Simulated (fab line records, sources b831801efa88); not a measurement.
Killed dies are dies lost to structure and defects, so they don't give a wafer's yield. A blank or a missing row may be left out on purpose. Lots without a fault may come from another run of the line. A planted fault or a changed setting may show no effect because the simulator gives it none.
Which tool did it? | flow sky130 | 12 lots, 36 wafers sampled, at 5 steps of a route of 708

WHAT THE GAUGES READ, wafer by wafer
SKY_SONOS_ONO_THK_MEAS_01.
lot  | measured     | on            | SONOS_ONO_OXIDATION_THK (nm)
L603 | day 11 11:15 | film_metro-01 | 2.58 2.56 2.54
L604 | day 11 19:41 | film_metro-01 | 2.69 2.68 2.64
L605 | day 12 02:16 | film_metro-03 | 2.61 2.59 2.59
L607 | day 13 11:48 | film_metro-03 | 2.59 2.64 2.64
L610 | day 13 17:03 | film_metro-01 | 2.83 2.84 2.87
L611 | day 14 02:09 | film_metro-01 | 2.92 2.88 2.81
L616 | day 15 17:10 | film_metro-01 | 2.61 2.56 2.64
L619 | day 16 22:53 | film_metro-03 | 2.56 2.56 2.57
L620 | day 17 04:31 | film_metro-03 | 2.65 2.60 2.70
L621 | day 17 07:15 | film_metro-01 | 2.55 2.65 2.62
L622 | day 17 21:08 | film_metro-01 | 2.59 2.59 2.58
L625 | day 18 14:45 | film_metro-02 | 2.55 2.53 2.55

SKY_LDD_HVN_TW_MEAS_10.
lot  | measured     | on            | LDD_HVN_TW
L603 | day 20 04:45 | film_metro-01 | 1425 1425 1433
L604 | day 20 08:39 | film_metro-01 | 1424 1423 1425
L605 | day 20 11:07 | film_metro-03 | 1459 1457 1451
L607 | day 22 08:23 | film_metro-04 | 1439 1439 1440
L610 | day 25 07:14 | film_metro-04 | 1427 1429 1429
L611 | day 25 05:45 | film_metro-04 | 1428 1425 1425
L616 | day 25 08:17 | film_metro-01 | 1429 1429 1434
L619 | day 26 03:56 | film_metro-01 | 1433 1429 1432
L620 | day 26 09:12 | film_metro-01 | 1421 1437 1429
L621 | day 26 12:25 | film_metro-03 | 1426 1424 1418
L622 | day 27 00:20 | film_metro-04 | 1429 1422 1430
L625 | day 29 01:35 | film_metro-01 | 1424 1430 1430

SKY_SD_P_TW_MEAS_11.
lot  | measured     | on            | SD_P_TW
L603 | day 25 09:40 | film_metro-03 | 2847 2840 2840
L604 | day 25 12:10 | film_metro-04 | 2818 2802 2823
L605 | day 25 15:16 | film_metro-03 | 2836 2835 2829
L607 | day 27 09:22 | film_metro-01 | 2807 2812 2802
L610 | day 30 06:07 | film_metro-03 | 2837 2842 2846
L611 | day 30 03:22 | film_metro-04 | 2834 2841 2839
L616 | day 30 06:33 | film_metro-03 | 2838 2854 2848
L619 | day 31 00:28 | film_metro-01 | 2807 2817 2834
L620 | day 31 01:43 | film_metro-03 | 2816 2826 2817
L621 | day 31 07:24 | film_metro-01 | 2811 2833 2823
L622 | day 31 19:58 | film_metro-04 | 2825 2826 2832
L625 | day 33 17:40 | film_metro-03 | 2806 2827 2817

WHICH TOOL RAN EACH LOT (tool, then ch and the chambers of the sampled wafers, then the start)
lot  | SKY_SONOS_ONO_OXIDATION_00    | SKY_SPACER_ETCHBACK_02
L603 | furnace-01 ch 0, day 11 09:53 | rie_diel-02 ch 0,1,3, day 22 22:02
L604 | furnace-01 ch 0, day 11 18:20 | rie_diel-01 ch 0,2,3, day 23 00:12
L605 | furnace-02 ch 0, day 12 00:55 | rie_diel-04 ch 0,1, day 23 03:24
L607 | furnace-01 ch 0, day 13 10:27 | rie_diel-04 ch 2,3, day 24 22:33
L610 | furnace-01 ch 0, day 13 15:37 | rie_diel-01 ch 0,1,3, day 27 21:29
L611 | furnace-01 ch 0, day 14 00:49 | rie_diel-02 ch 1,2,3, day 27 18:56
L616 | furnace-02 ch 0, day 15 15:48 | rie_diel-01 ch 0,1, day 27 21:33
L619 | furnace-02 ch 0, day 16 21:31 | rie_diel-02 ch 0,1,3, day 28 17:20
L620 | furnace-02 ch 0, day 17 03:11 | rie_diel-02 ch 0,2,3, day 28 19:32
L621 | furnace-01 ch 0, day 17 05:53 | rie_diel-02 ch 0,1,2, day 28 23:05
L622 | furnace-01 ch 0, day 17 19:47 | rie_diel-01 ch 0,1,2, day 29 12:07
L625 | furnace-01 ch 0, day 18 13:24 | rie_diel-04 ch 0,1,2, day 31 11:29
- SKY_SONOS_ONO_OXIDATION_00: stabilise 600 s, purge 300 s, target thk 2.6 nm.
- SKY_SPACER_ETCHBACK_02: etches Si3N4 in CH3F/O2, stops on SiO2, time 46.7 s, target depth 45 nm.

WHAT THE TOOLS THEMSELVES READ (means of the sampled wafers that have a number; where no wafer has one, the mark that the record gives instead)
SKY_SONOS_ONO_OXIDATION_00.
lot  | tool       | zone_power_lower_pct (%) | zone_power_top_pct (%)
L603 | furnace-01 | 14.5                     | 24
L604 | furnace-01 | 14.6                     | 24
L605 | furnace-02 | 13.7                     | 35
L607 | furnace-01 | 14.5                     | 24
L610 | furnace-01 | 14.5                     | 24
L611 | furnace-01 | 14.5                     | 24
L616 | furnace-02 | 13.6                     | 35
L619 | furnace-02 | 13.4                     | 36
L620 | furnace-02 | 13.7                     | 35
L621 | furnace-01 | 14.5                     | 24
L622 | furnace-01 | 14.5                     | 24
L625 | furnace-01 | 14.6                     | 24

SKY_SPACER_ETCHBACK_02.
lot  | tool        | O2_flow_sccm (sccm) | drypump_motor_current_A (A) | oes_product_au (a.u.) | throttle_valve_pct (%)
L603 | rie_diel-02 | 29.98               | 6.0                         | 0.845                 | 10.561
L604 | rie_diel-01 | 30.02               | 5.5                         | 0.862                 | 10.568
L605 | rie_diel-04 | 29.93               | 5.1                         | 0.854                 | 10.568
L607 | rie_diel-04 | 29.98               | 6.0                         | 0.857                 | 10.568
L610 | rie_diel-01 | 30.06               | 5.5                         | 0.852                 | 10.561
L611 | rie_diel-02 | 30.06               | 5.4                         | 0.860                 | 10.563
L616 | rie_diel-01 | 29.91               | 5.6                         | 0.854                 | 10.571
L619 | rie_diel-02 | 30.02               | 6.0                         | 0.851                 | 10.562
L620 | rie_diel-02 | 30.02               | 5.7                         | 0.851                 | 10.550
L621 | rie_diel-02 | 30.07               | 5.6                         | 0.850                 | 10.570
L622 | rie_diel-01 | 29.95               | 5.7                         | 0.850                 | 10.556
L625 | rie_diel-04 | 30.08               | 5.6                         | 0.860                 | 10.565

THE ANSWER, worked out from the rows above alone
Rule: what is usual is taken from the lots themselves. Put in order of their means at a reading, lots are off if they are a third of the lots or fewer, leave a main group of 4 or more, and stand apart from it by a gap of 3 or more times the standard deviation of the main group's means; of several such gaps the widest counts. A main group whose means are all the same, to the digits that the tables above print for the reading, isn't used. A lot without any number at a reading at which 4 lots or more have one is off too. The other lots that the step has rows for count as sound. The gauges are gone through in route order, then the tools' own readings, and for those a lot's mean is taken as printed above. The first step at which some lot is off is used, and at that step the reading that is off furthest; a lot without a number counts as furthest.
Off: L610, L611, at SKY_SONOS_ONO_THK_MEAS_01 (SONOS_ONO_OXIDATION_THK). The main group: mean 2.60 nm, standard deviation 0.038.
A tool fits if, at a process step before that reading, it ran every lot that is off, and no sound lot after the first of them. The gauges at SKY_SONOS_ONO_THK_MEAS_01 are tried like those tools. None of those tried fits.

WHAT THE SIMULATOR HAD PUT IN
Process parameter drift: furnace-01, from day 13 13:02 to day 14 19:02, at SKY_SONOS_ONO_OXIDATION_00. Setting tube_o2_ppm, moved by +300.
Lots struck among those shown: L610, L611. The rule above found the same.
